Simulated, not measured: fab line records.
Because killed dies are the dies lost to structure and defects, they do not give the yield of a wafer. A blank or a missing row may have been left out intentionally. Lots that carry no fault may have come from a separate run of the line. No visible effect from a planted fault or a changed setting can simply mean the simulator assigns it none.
Code-filled problem report in 8D (eight disciplines) form / flow gf180mcu / the parts of the form that need people (team, actions taken, sign-off) are left out

== 1. WHAT WENT WRONG ==
GF_V1_CD_MEAS_14, cd nm: mean 265.7 nm on 3 wafers (1 lot); fault-free wafers 259.8 nm, standard deviation 1.2. Relative to the usual mean, that is a shift of +4.9 standard deviations.
The step: target cd 260 nm.
First seen on wafer L527.2, day 23 12:21, on cd sem-02. Wafers with a number at this step in the record: 36, from 12 lots. Rule for "out" (also "out of limits"): further than 4 standard deviations from the usual mean. All remaining wafers that have a number are taken as sound.

== 2. WHAT IT IS, WHAT IT ISN'T ==
question=which readings at this step | is=cd nm | is not=-
question=which lots | is=L527 | is not=L512, L513, L514, L515, L517, L518, L522, L523, L531, L534, L535
question=which wafers of those lots | is=all that have a number | is not=-
question=read on which gauges | is=cd sem-02 | is not=cd sem-01
question=when | is=from day 23 12:21 | is not=up to then (24 sound wafers); but 9 sound wafers of L531, L534, L535 came after

== 3. WHAT RULES OUT EACH SUSPECT ==
Counting: a tool stays on the suspect list if, at a process step up to the reading, it processed all lots that are out and no sound lot following the first of them.
- the gauge at GF_V1_CD_MEAS_14: kept. All the wafers that are out were read on cd sem-02, and no step on other tools shows them out.
- pecvd-02 at GF_V1_CVD_02 (deposits SiO2 from TEOS, target thk 850 nm, time 94.851 s): kept. It ran the lot that is out, L527 (day 22 13:13), and no sound lot after that; its last sound lot up to then is L518 (day 19 07:53).
Remaining after the count are pecvd-02 at GF_V1_CVD_02 and cd sem-02 at GF_V1_CD_MEAS_14.

== 4. THE CAUSE (what the simulator had put in) ==
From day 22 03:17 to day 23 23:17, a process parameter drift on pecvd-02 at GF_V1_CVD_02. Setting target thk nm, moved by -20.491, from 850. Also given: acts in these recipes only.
Counting leaves 2 suspects; this tool is one of them.

== 5. THE EFFECT CHAIN, in route order ==
Each row: a reading where the mean over the struck wafers with a number is more than 3 standard deviations away from the usual. Readings are gone through only where the record gives a usual standard deviation; hours: the median, over the lots, of the time from a lot's start at the first step in this table giving one to that lot's start at this step; sigmas: the change measured in usual standard deviations.
hours=0; step=GF_V1_CD_MEAS_14; reading=cd nm; usual=259.8 nm; on struck wafers=265.7; change=+5.9; sigmas=+4.9
At these later measuring or inspecting steps, every struck wafer for which the step has a row has a number for every such reading, and none has moved that far: GF_V1_OVL_MEAS_15, GF_M3_THK_MEAS_06.

== 6. WHAT WOULD HAVE CAUGHT IT SOONER ==
The first out-of-limits reading at a measuring or inspecting step in this record came at day 23 12:21, 33 hours after the fault's start at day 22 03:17.
Of the tool readings at GF_V1_CVD_02 for which the record gives a usual standard deviation, none was out on any struck wafer, so an alarm limit of 4 standard deviations on them would not have fired.
All the lots that are out (1) had begun GF_V1_CVD_02 on pecvd-02 by day 23 12:21. A hold on the tool at that time would have spared none of them.
